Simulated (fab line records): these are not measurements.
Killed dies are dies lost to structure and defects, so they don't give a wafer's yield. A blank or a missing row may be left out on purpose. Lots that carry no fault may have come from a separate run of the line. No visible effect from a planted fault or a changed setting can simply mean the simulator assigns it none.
Which of the tools did it? | flow gf180mcu | 15 lots, 45 wafers sampled, at 4 steps of a route of 602

WHAT THE GAUGES SHOWED, per wafer
GF_STI_THK_MEAS_30. Usual: for STI_OXIDATION_02_THK the level is 10.06 nm and the standard deviation is 0.14.
lot  | measured    | on            | STI_OXIDATION_02_THK (nm) | flag
L826 | day 2 08:43 | film-metro-03 | 10.24 10.28 10.22         |
L829 | day 2 21:50 | film-metro-04 | 10.13 10.03 9.99          |
L830 | day 3 02:05 | film-metro-03 | 10.08 10.08 9.96          |
L840 | day 5 10:48 | film-metro-04 | 10.12 10.28 10.23         |
L841 | day 5 14:11 | film-metro-02 | 10.25 10.25 10.20         |
L842 | day 5 21:05 | film-metro-02 | 10.16 10.08 10.18         |
L843 | day 6 06:19 | film-metro-03 | 10.08 10.03 10.16         |
L844 | day 6 06:20 | film-metro-02 | 10.08 10.01 9.87          |
L845 | day 6 13:00 | film-metro-03 | 10.01 10.12 10.01         |
L847 | day 6 21:06 | film-metro-03 | 9.95 10.06 10.15          |
L848 | day 7 03:53 | film-metro-04 | 10.26 10.09 10.46         |
L849 | day 7 08:55 | film-metro-02 | 10.05 10.12 10.03         |

GF_HV_LDD_OVL_MEAS_08. Usual: for HV_LDD_OVL the level is 0.4 nm and the standard deviation is 1.5.
lot  | measured     | on         | HV_LDD_OVL (nm) | flag
L826 | day 10 03:05 | overlay-02 | 1.3 1.3 1.3     |
L829 | day 10 23:04 | overlay-01 | 0.8 2.2 0.8     |
L830 | day 11 09:05 | overlay-02 | 2.1 1.7 2.9     |
L840 | day 14 23:23 | overlay-01 | -1.8 -1.2 -1.3  |
L841 | day 14 22:04 | overlay-01 | -0.5 -1.3 0.0   |
L842 | day 15 03:08 | overlay-02 | 0.4 1.9 0.4     |
L843 | day 15 21:36 | overlay-01 | -0.2 -2.6 -0.9  |
L844 | day 15 19:43 | overlay-02 | 3.5 1.5 0.6     |
L845 | day 16 02:45 | overlay-01 | -1.6 -2.3 -0.9  |
L847 | day 16 16:55 | overlay-01 | 1.7 1.6 -1.5    |
L848 | day 17 04:58 | overlay-01 | -2.0 -2.8 -3.2  |
L849 | day 17 09:37 | overlay-02 | 0.9 -0.4 0.1    |

GF_HV_LDD_OVL_MEAS_47. Usual: for HV_LDD_03_OVL the level is 0.7 nm and the standard deviation is 1.8.
lot  | measured     | on         | HV_LDD_03_OVL (nm) | flag
L826 | day 12 10:32 | overlay-01 | -2.4 -1.1 -1.6     |
L829 | day 13 08:47 | overlay-01 | 0.5 1.1 0.2        |
L830 | day 13 20:34 | overlay-01 | 0.2 -0.6 1.1       |
L840 | day 17 20:34 | overlay-02 | 4.1 2.3 3.3        |
L841 | day 17 19:58 | overlay-01 | -1.8 0.1 0.1       |
L842 | day 18 01:04 | overlay-02 | 1.1 0.6 -1.6       |
L843 | day 18 20:30 | overlay-01 | 1.6 1.6 1.5        |
L844 | day 18 18:40 | overlay-01 | -1.0 -0.5 -1.7     |
L845 | day 19 02:18 | overlay-01 | 2.2 1.2 0.4        |
L847 | day 19 18:23 | overlay-01 | 0.7 -1.7 -0.4      |
L848 | day 20 06:49 | overlay-01 | -2.2 -3.4 -3.6     |
L849 | day 20 11:55 | overlay-01 | 2.8 1.2 1.2        |

WHAT TOOL EACH LOT RAN ON (gives the tool, then ch and the chambers of the sampled wafers, and finally the start)
lot  | GF_STI_CVD_23
L826 | hdpcvd-01 ch 0,1, day 2 06:14
L829 | hdpcvd-01 ch 1,2, day 2 19:25
L830 | hdpcvd-01 ch 1,2, day 2 23:31
L831 | hdpcvd-01 ch 0,1, day 3 05:40
L832 | hdpcvd-01 ch 1,2, day 3 12:07
L833 | hdpcvd-02 ch 1,2, day 3 16:47
L840 | hdpcvd-02 ch 0,2, day 5 07:37
L841 | hdpcvd-02 ch 0,1, day 5 09:56
L842 | hdpcvd-01 ch 0,1, day 5 15:21
L843 | hdpcvd-01 ch 0,1, day 6 00:55
L844 | hdpcvd-02 ch 0,1, day 6 03:37
L845 | hdpcvd-02 ch 0,1,2, day 6 07:31
L847 | hdpcvd-01 ch 1,2, day 6 18:19
L848 | hdpcvd-02 ch 0,2, day 7 00:58
L849 | hdpcvd-01 ch 0,1, day 7 05:49
- GF_STI_CVD_23: deposits SiO2, target thk 650 nm, time 108.3 s.

WHAT THE TOOLS THEMSELVES READ (means of the sampled wafers that have a number; where no wafer has one, the mark that the record gives instead)
GF_STI_CVD_23. Usual: pressure-mtorr 6.000 mTorr, standard deviation 0.013; run-length-s 136.3 s, standard deviation 0.4.
lot  | tool      | pressure-mtorr (mTorr) | run-length-s (s) | flag
L826 | hdpcvd-01 | 6.006                  | 136.9            |
L829 | hdpcvd-01 | 5.994                  | 136.2            |
L830 | hdpcvd-01 | 5.993                  | 136.4            |
L831 | hdpcvd-01 | -                      | -                | OFF
L832 | hdpcvd-01 | -                      | -                | OFF
L833 | hdpcvd-02 | -                      | -                | OFF
L840 | hdpcvd-02 | 5.992                  | 135.9            |
L841 | hdpcvd-02 | 5.984                  | 136.6            |
L842 | hdpcvd-01 | 6.003                  | 136.5            |
L843 | hdpcvd-01 | 5.995                  | 136.3            |
L844 | hdpcvd-02 | 6.003                  | 136.4            |
L845 | hdpcvd-02 | 5.989                  | 136.6            |
L847 | hdpcvd-01 | 5.994                  | 136.1            |
L848 | hdpcvd-02 | 6.009                  | 136.1            |
L849 | hdpcvd-01 | 6.017                  | 136.3            |

THE ANSWER, worked out from the rows above alone
Rule: lot off if the mean of its wafers having a number is beyond 3 standard deviations from the usual mean. A lot without any number at a reading at which 4 lots or more have one is off too. Where the step has rows for the other lots, those lots are counted as sound. After the gauges, taken in route order, come the tools' own readings; for these a lot's mean is taken, as printed above. At the first step where some lot is off, the reading lying furthest off is the one used; lots without a number count as furthest.
Off: L831, L832, L833, at GF_STI_CVD_23 (pressure-mtorr). Without a number there: L831, L832, L833.
If a tool, at that step or one of the process steps before it, ran each lot that is off and ran no sound lot following the first of them, it fits. Of those tried, none fits.

WHAT THE SIMULATOR HAD PUT IN
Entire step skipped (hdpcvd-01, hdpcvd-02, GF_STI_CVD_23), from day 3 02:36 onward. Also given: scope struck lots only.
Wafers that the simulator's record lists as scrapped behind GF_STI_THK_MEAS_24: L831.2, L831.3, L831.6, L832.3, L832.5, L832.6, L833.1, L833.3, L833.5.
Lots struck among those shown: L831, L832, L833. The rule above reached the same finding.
